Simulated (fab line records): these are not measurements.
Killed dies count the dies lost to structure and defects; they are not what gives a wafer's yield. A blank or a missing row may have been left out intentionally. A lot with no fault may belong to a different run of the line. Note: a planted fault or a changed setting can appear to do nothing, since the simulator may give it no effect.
Tool commonality check | flow gf180mcu | Lots sampled 12, wafers sampled 36

REASON FOR OPENING
Of 12 lots, 1 have the reading VT_IMPLANT_TW flagged at GF_VT_IMPLANT_TW_MEAS_10. No-fault wafers: 564.3, standard deviation 2.5.
Rule: flag the lot when none of its wafers has a number, or when each of its wafers that has one lies beyond 4 standard deviations from that mean. The rest of the lots are taken to be sound.

lot  | measured     | on            | VT_IMPLANT_TW, wafer by wafer | flag
L776 | day 5 17:56  | film-metro-01 | 563.5 560.7 564.9             |
L777 | day 5 23:18  | film-metro-04 | 563.9 562.1 564.1             |
L779 | day 6 14:02  | film-metro-02 | 567.3 568.6 569.7             |
L780 | day 6 17:32  | film-metro-01 | 557.8 555.5 557.4             |
L781 | day 6 22:22  | film-metro-04 | 565.4 565.7 566.2             |
L789 | day 8 22:24  | film-metro-04 | 563.2 563.1 561.9             |
L793 | day 9 22:08  | film-metro-04 | 30.1 30.0 29.9                | FLAGGED
L795 | day 10 11:31 | film-metro-04 | 563.7 562.8 565.0             |
L796 | day 10 15:19 | film-metro-04 | 561.4 562.1 562.8             |
L797 | day 10 22:46 | film-metro-02 | 563.7 565.2 565.8             |
L798 | day 11 07:22 | film-metro-01 | 561.3 565.2 567.8             |
L799 | day 11 12:02 | film-metro-01 | 567.4 563.4 565.0             |
Averaged over the flagged lots the numbers come to 30.0, -534.3 from the usual (-99 or more standard deviations).

WHICH TOOL RAN EACH LOT
The record holds 1 process step before the reading, out of a route of 602 steps. Read each cell as the tool, then ch plus the chambers that the sampled wafers visited, then the start.
lot  | flag    | GF_VT_IMPLANT_EXPOSE_04
L776 |         | iline-stepper-02 ch 0, day 5 10:24
L777 |         | iline-stepper-01 ch 0, day 5 16:13
L779 |         | iline-stepper-01 ch 0, day 6 06:30
L780 |         | iline-stepper-02 ch 0, day 6 10:05
L781 |         | iline-stepper-02 ch 0, day 6 14:29
L789 |         | iline-stepper-01 ch 0, day 8 14:50
L793 | FLAGGED | iline-stepper-02 ch 0, day 9 14:19
L795 |         | iline-stepper-02 ch 0, day 10 02:21
L796 |         | iline-stepper-02 ch 0, day 10 07:04
L797 |         | iline-stepper-02 ch 0, day 10 13:10
L798 |         | iline-stepper-02 ch 0, day 10 22:04
L799 |         | iline-stepper-02 ch 0, day 11 03:20
What the steps here do:
- GF_VT_IMPLANT_EXPOSE_04: exposes mask LVPWELL LV AREA, target cd 600 nm.
- GF_VT_IMPLANT_TW_MEAS_10

FLAGGED AGAINST TOTAL, ONE TOOL AT A TIME (gauges that did the reading follow at the end)
step                     | tool             | lots run | flagged | share of the flagged lots | sound lots run after its first flagged lot
GF_VT_IMPLANT_EXPOSE_04  | iline-stepper-01 | 3        | 0       | none                      | -
GF_VT_IMPLANT_EXPOSE_04  | iline-stepper-02 | 9        | 1       | all                       | 5 (L795,L796,L797,L798,L799)
GF_VT_IMPLANT_TW_MEAS_10 | film-metro-01    | 4        | 0       | none                      | -
GF_VT_IMPLANT_TW_MEAS_10 | film-metro-02    | 2        | 0       | none                      | -
GF_VT_IMPLANT_TW_MEAS_10 | film-metro-04    | 6        | 1       | all                       | 2 (L795,L796)

WHAT IS ALLOWED BY THE TABLE
2 rows of the table ran every flagged lot: iline-stepper-02 at GF_VT_IMPLANT_EXPOSE_04, film-metro-04 at GF_VT_IMPLANT_TW_MEAS_10.
- iline-stepper-02 at GF_VT_IMPLANT_EXPOSE_04 ran 9 lots, 1 of them flagged. After the first flagged lot (L795, L796, L797, L798, L799), sound lots still ran on it; a lasting fault on the whole tool would not permit that.
- film-metro-04 at GF_VT_IMPLANT_TW_MEAS_10 ran 6 lots, 1 of them flagged. After the first flagged lot (L795, L796), sound lots still ran on it; a lasting fault on the whole tool would not permit that.
None of the table's rows ran every flagged lot and, after the first, no sound lot.

WHAT THE SIMULATOR HAD PUT IN
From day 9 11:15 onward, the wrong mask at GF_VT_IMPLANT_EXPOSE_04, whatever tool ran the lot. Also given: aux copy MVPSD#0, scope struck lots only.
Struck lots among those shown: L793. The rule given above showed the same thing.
